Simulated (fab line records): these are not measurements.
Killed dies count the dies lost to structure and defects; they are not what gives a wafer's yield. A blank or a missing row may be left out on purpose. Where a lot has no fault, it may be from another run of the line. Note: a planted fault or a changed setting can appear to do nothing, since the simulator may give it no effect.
Shared-tool check / flow sky130 / Lots sampled 12, wafers sampled 36

## WHAT PROMPTED THE OPENING
Of 12 lots, 3 have the reading VT_ADJUST_LVTN_2_TW flagged at SKY_VT_ADJUST_LVTN_TW_MEAS_21. No-fault wafers: 189.0, standard deviation 1.4.
Rule: a lot is flagged in two cases, either no wafer of it has a number, or all its wafers with numbers fall more than 4 standard deviations from that mean. The rest of the lots are taken to be sound.

lot=L950; measured=day 7 16:10; on=filmMetro-04; VT_ADJUST_LVTN_2_TW, wafer by wafer=186.7 187.2 186.1; flag=
lot=L953; measured=day 8 20:19; on=filmMetro-02; VT_ADJUST_LVTN_2_TW, wafer by wafer=191.1 191.5 191.7; flag=
lot=L959; measured=day 10 15:18; on=filmMetro-04; VT_ADJUST_LVTN_2_TW, wafer by wafer=186.8 187.5 186.9; flag=
lot=L961; measured=day 10 19:52; on=filmMetro-03; VT_ADJUST_LVTN_2_TW, wafer by wafer=269.5 268.5 268.2; flag=FLAGGED
lot=L962; measured=day 10 23:51; on=filmMetro-03; VT_ADJUST_LVTN_2_TW, wafer by wafer=268.9 268.7 267.5; flag=FLAGGED
lot=L963; measured=day 11 09:03; on=filmMetro-04; VT_ADJUST_LVTN_2_TW, wafer by wafer=267.1 264.8 265.8; flag=FLAGGED
lot=L965; measured=day 11 22:12; on=filmMetro-03; VT_ADJUST_LVTN_2_TW, wafer by wafer=189.6 189.7 190.4; flag=
lot=L966; measured=day 12 09:10; on=filmMetro-04; VT_ADJUST_LVTN_2_TW, wafer by wafer=187.9 188.2 187.9; flag=
lot=L968; measured=day 12 18:04; on=filmMetro-04; VT_ADJUST_LVTN_2_TW, wafer by wafer=187.3 187.2 189.0; flag=
lot=L970; measured=day 13 09:46; on=filmMetro-03; VT_ADJUST_LVTN_2_TW, wafer by wafer=188.1 188.8 188.4; flag=
lot=L971; measured=day 13 13:03; on=filmMetro-04; VT_ADJUST_LVTN_2_TW, wafer by wafer=189.5 188.7 188.9; flag=
lot=L973; measured=day 14 09:32; on=filmMetro-04; VT_ADJUST_LVTN_2_TW, wafer by wafer=187.2 186.9 187.1; flag=
The mean of the flagged lots' numbers is 267.7, +78.7 from the usual (+56 standard deviations).

## EACH LOT AND THE TOOL IT RAN ON
The record keeps 1 process step preceding the reading, out of 708 steps on the route. Read each cell as the tool, then ch plus the chambers that the sampled wafers visited, then the start.
lot=L950; flag=; SKY_VT_ADJUST_LVTN_COAT_02=lithoTrack-03 ch 0, day 6 10:29
lot=L953; flag=; SKY_VT_ADJUST_LVTN_COAT_02=lithoTrack-04 ch 0, day 7 13:55
lot=L959; flag=; SKY_VT_ADJUST_LVTN_COAT_02=lithoTrack-04 ch 0, day 9 06:13
lot=L961; flag=FLAGGED; SKY_VT_ADJUST_LVTN_COAT_02=lithoTrack-04, day 9 10:28
lot=L962; flag=FLAGGED; SKY_VT_ADJUST_LVTN_COAT_02=lithoTrack-04, day 9 14:46
lot=L963; flag=FLAGGED; SKY_VT_ADJUST_LVTN_COAT_02=lithoTrack-01, day 9 21:50
lot=L965; flag=; SKY_VT_ADJUST_LVTN_COAT_02=lithoTrack-04 ch 0, day 10 10:46
lot=L966; flag=; SKY_VT_ADJUST_LVTN_COAT_02=lithoTrack-01 ch 0, day 10 20:29
lot=L968; flag=; SKY_VT_ADJUST_LVTN_COAT_02=lithoTrack-01 ch 0, day 11 06:14
lot=L970; flag=; SKY_VT_ADJUST_LVTN_COAT_02=lithoTrack-03 ch 0, day 11 19:08
lot=L971; flag=; SKY_VT_ADJUST_LVTN_COAT_02=lithoTrack-03 ch 0, day 11 23:01
lot=L973; flag=; SKY_VT_ADJUST_LVTN_COAT_02=lithoTrack-01 ch 0, day 12 18:39
These steps, and what they do:
- SKY_VT_ADJUST_LVTN_COAT_02: resist thk 3000 nm.
- SKY_VT_ADJUST_LVTN_TW_MEAS_21

## FLAGGED AGAINST TOTAL, ONE TOOL AT A TIME (gauges that did the reading follow at the end)
step=SKY_VT_ADJUST_LVTN_COAT_02; tool=lithoTrack-01; lots run=4; flagged=1; share of the flagged lots=some; sound lots run after its first flagged lot=3 (L966,L968,L973)
step=SKY_VT_ADJUST_LVTN_COAT_02; tool=lithoTrack-03; lots run=3; flagged=0; share of the flagged lots=none; sound lots run after its first flagged lot=-
step=SKY_VT_ADJUST_LVTN_COAT_02; tool=lithoTrack-04; lots run=5; flagged=2; share of the flagged lots=some; sound lots run after its first flagged lot=1 (L965)
step=SKY_VT_ADJUST_LVTN_TW_MEAS_21; tool=filmMetro-02; lots run=1; flagged=0; share of the flagged lots=none; sound lots run after its first flagged lot=-
step=SKY_VT_ADJUST_LVTN_TW_MEAS_21; tool=filmMetro-03; lots run=4; flagged=2; share of the flagged lots=some; sound lots run after its first flagged lot=2 (L965,L970)
step=SKY_VT_ADJUST_LVTN_TW_MEAS_21; tool=filmMetro-04; lots run=7; flagged=1; share of the flagged lots=some; sound lots run after its first flagged lot=4 (L966,L968,L971,L973)

## WHAT THE TABLE PERMITS
No row of the table ran every flagged lot.

## WHAT THE SIMULATOR PUT IN
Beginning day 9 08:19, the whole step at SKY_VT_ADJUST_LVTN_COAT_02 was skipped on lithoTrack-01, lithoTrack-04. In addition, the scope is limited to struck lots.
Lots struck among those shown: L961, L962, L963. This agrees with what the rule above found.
